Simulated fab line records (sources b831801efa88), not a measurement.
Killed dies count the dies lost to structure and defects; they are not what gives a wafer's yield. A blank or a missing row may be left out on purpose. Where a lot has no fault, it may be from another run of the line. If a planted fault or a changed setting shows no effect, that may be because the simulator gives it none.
Which tool was responsible?	flow sky130	18 wafers sampled from 6 lots at 1 step of a route of 708

## WHAT THE GAUGES READ, wafer by wafer
SKY_VIA2_CD_MEAS_12 targets a cd of 200 nm.
lot	measured	on	cd_nm (nm)
L885	day 37 11:45	cd_sem-01	197.7 197.8 198.5
L886	day 38 08:25	cd_sem-01	197.7 197.8 198.8
L890	day 39 03:42	cd_sem-02	199.5 198.3 198.2
L893	day 40 07:00	cd_sem-01	196.8 198.0 197.1
L895	day 40 22:03	cd_sem-02	195.9 196.1 197.5
L903	day 43 10:55	cd_sem-02	199.3 199.2 199.5

## WHICH TOOL RAN EACH LOT (tool, then ch and the chambers of the sampled wafers, then the start)
Record: no process step prior to these readings.

## THE ANSWER, worked out from the rows above alone
Rule: what is usual is taken from the lots themselves. The widest of any qualifying gaps counts: lots, ordered by their means at a reading, are off when they make up no more than a third of the lots, leave a main group of 4 or more, and stand apart from it by 3 or more times the standard deviation of that group's means. A main group is skipped when, at the precision printed for the reading in the tables above, its means are all equal. A lot without any number at a reading at which 4 lots or more have one is off too. Any other lot the step has rows for is counted as sound.
No lot is off on any of the readings shown, so nothing can be concluded from this.

## WHAT THE SIMULATOR PUT IN
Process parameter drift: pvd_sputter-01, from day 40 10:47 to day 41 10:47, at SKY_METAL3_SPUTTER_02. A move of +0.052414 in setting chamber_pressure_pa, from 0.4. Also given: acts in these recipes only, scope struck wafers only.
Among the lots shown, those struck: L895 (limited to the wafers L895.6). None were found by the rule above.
